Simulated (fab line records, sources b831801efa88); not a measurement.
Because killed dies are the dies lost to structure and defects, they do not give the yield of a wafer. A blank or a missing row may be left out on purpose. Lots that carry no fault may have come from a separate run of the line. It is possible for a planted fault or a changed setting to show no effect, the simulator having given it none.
Commonality check across tools || flow gf180mcu || 14 lots, 42 wafers sampled

WHAT PROMPTED THE OPENING
Of 14 lots, 2 have the reading HV_LDD_TW flagged at GF_HV_LDD_TW_MEAS_11. Wafers without a fault read 2422, standard deviation 11.
Rule: a lot is flagged in two cases, either no wafer of it has a number, or all its wafers with numbers fall more than 4 standard deviations from that mean. All remaining lots are regarded as sound.

{"lot": "L567", "measured": "day 10 14:18", "on": "film_metro-04", "HV_LDD_TW, wafer by wafer": "2439 2444 2434", "flag": ""}
{"lot": "L568", "measured": "day 10 19:18", "on": "film_metro-02", "HV_LDD_TW, wafer by wafer": "2439 2420 2428", "flag": ""}
{"lot": "L569", "measured": "day 11 03:04", "on": "film_metro-02", "HV_LDD_TW, wafer by wafer": "2411 2432 2414", "flag": ""}
{"lot": "L570", "measured": "day 11 15:39", "on": "film_metro-03", "HV_LDD_TW, wafer by wafer": "2431 2414 2422", "flag": ""}
{"lot": "L573", "measured": "day 12 13:02", "on": "film_metro-04", "HV_LDD_TW, wafer by wafer": "2416 2433 2423", "flag": ""}
{"lot": "L574", "measured": "day 12 18:29", "on": "film_metro-02", "HV_LDD_TW, wafer by wafer": "2870 2863 2873", "flag": "FLAGGED"}
{"lot": "L575", "measured": "day 13 08:59", "on": "film_metro-02", "HV_LDD_TW, wafer by wafer": "2866 2869 2859", "flag": "FLAGGED"}
{"lot": "L577", "measured": "day 13 15:16", "on": "film_metro-03", "HV_LDD_TW, wafer by wafer": "2406 2422 2403", "flag": ""}
{"lot": "L583", "measured": "day 15 11:00", "on": "film_metro-03", "HV_LDD_TW, wafer by wafer": "2426 2412 2410", "flag": ""}
{"lot": "L584", "measured": "day 15 21:57", "on": "film_metro-02", "HV_LDD_TW, wafer by wafer": "2421 2430 2433", "flag": ""}
{"lot": "L585", "measured": "day 16 07:13", "on": "film_metro-04", "HV_LDD_TW, wafer by wafer": "2433 2424 2424", "flag": ""}
{"lot": "L586", "measured": "day 16 11:50", "on": "film_metro-03", "HV_LDD_TW, wafer by wafer": "2410 2396 2409", "flag": ""}
{"lot": "L587", "measured": "day 16 21:48", "on": "film_metro-02", "HV_LDD_TW, wafer by wafer": "2423 2411 2415", "flag": ""}
{"lot": "L588", "measured": "day 17 01:20", "on": "film_metro-02", "HV_LDD_TW, wafer by wafer": "2428 2419 2414", "flag": ""}
The mean of the flagged lots' numbers is 2867, +445 from the usual (+40 standard deviations).

WHICH TOOL RAN EACH LOT
The record keeps 1 process step preceding the reading, out of 602 steps on the route. Cell contents, in order: the tool; ch with the chambers the sampled wafers went through; the start.
{"lot": "L567", "flag": "", "GF_HV_LDD_IMPLANT_09": "implanter-01 ch 0, day 10 14:03"}
{"lot": "L568", "flag": "", "GF_HV_LDD_IMPLANT_09": "implanter-03 ch 0, day 10 19:04"}
{"lot": "L569", "flag": "", "GF_HV_LDD_IMPLANT_09": "implanter-03 ch 0, day 11 02:49"}
{"lot": "L570", "flag": "", "GF_HV_LDD_IMPLANT_09": "implanter-01 ch 0, day 11 15:25"}
{"lot": "L573", "flag": "", "GF_HV_LDD_IMPLANT_09": "implanter-01 ch 0, day 12 12:47"}
{"lot": "L574", "flag": "FLAGGED", "GF_HV_LDD_IMPLANT_09": "implanter-01 ch 0, day 12 17:55"}
{"lot": "L575", "flag": "FLAGGED", "GF_HV_LDD_IMPLANT_09": "implanter-04 ch 0, day 13 08:25"}
{"lot": "L577", "flag": "", "GF_HV_LDD_IMPLANT_09": "implanter-04 ch 0, day 13 15:01"}
{"lot": "L583", "flag": "", "GF_HV_LDD_IMPLANT_09": "implanter-01 ch 0, day 15 10:46"}
{"lot": "L584", "flag": "", "GF_HV_LDD_IMPLANT_09": "implanter-04 ch 0, day 15 21:42"}
{"lot": "L585", "flag": "", "GF_HV_LDD_IMPLANT_09": "implanter-04 ch 0, day 16 06:59"}
{"lot": "L586", "flag": "", "GF_HV_LDD_IMPLANT_09": "implanter-04 ch 0, day 16 11:37"}
{"lot": "L587", "flag": "", "GF_HV_LDD_IMPLANT_09": "implanter-04 ch 0, day 16 21:33"}
{"lot": "L588", "flag": "", "GF_HV_LDD_IMPLANT_09": "implanter-04 ch 0, day 17 01:05"}
What the steps here do:
- GF_HV_LDD_IMPLANT_09
- GF_HV_LDD_TW_MEAS_11

FLAGGED AGAINST TOTAL, ONE TOOL AT A TIME (gauges that did the reading follow at the end)
{"step": "GF_HV_LDD_IMPLANT_09", "tool": "implanter-01", "lots run": 5, "flagged": 1, "share of the flagged lots": "some", "sound lots run after its first flagged lot": "1 (L583)"}
{"step": "GF_HV_LDD_IMPLANT_09", "tool": "implanter-03", "lots run": 2, "flagged": 0, "share of the flagged lots": "none", "sound lots run after its first flagged lot": "-"}
{"step": "GF_HV_LDD_IMPLANT_09", "tool": "implanter-04", "lots run": 7, "flagged": 1, "share of the flagged lots": "some", "sound lots run after its first flagged lot": "6 (L577,L584,L585,L586,L587,L588)"}
{"step": "GF_HV_LDD_TW_MEAS_11", "tool": "film_metro-02", "lots run": 7, "flagged": 2, "share of the flagged lots": "all", "sound lots run after its first flagged lot": "3 (L584,L587,L588)"}
{"step": "GF_HV_LDD_TW_MEAS_11", "tool": "film_metro-03", "lots run": 4, "flagged": 0, "share of the flagged lots": "none", "sound lots run after its first flagged lot": "-"}
{"step": "GF_HV_LDD_TW_MEAS_11", "tool": "film_metro-04", "lots run": 3, "flagged": 0, "share of the flagged lots": "none", "sound lots run after its first flagged lot": "-"}

WHAT THE TABLE PERMITS
All flagged lots share 1 row of the table, namely film_metro-02 at GF_HV_LDD_TW_MEAS_11.
- film_metro-02 at GF_HV_LDD_TW_MEAS_11 ran 7 lots, 2 of them flagged. Lots that were sound ran on it after the first flagged one (L584, L587, L588); a persistent fault on the entire tool would not allow that.
None of the table's rows ran every flagged lot and, after the first, no sound lot.

WHAT THE SIMULATOR HAD INSERTED
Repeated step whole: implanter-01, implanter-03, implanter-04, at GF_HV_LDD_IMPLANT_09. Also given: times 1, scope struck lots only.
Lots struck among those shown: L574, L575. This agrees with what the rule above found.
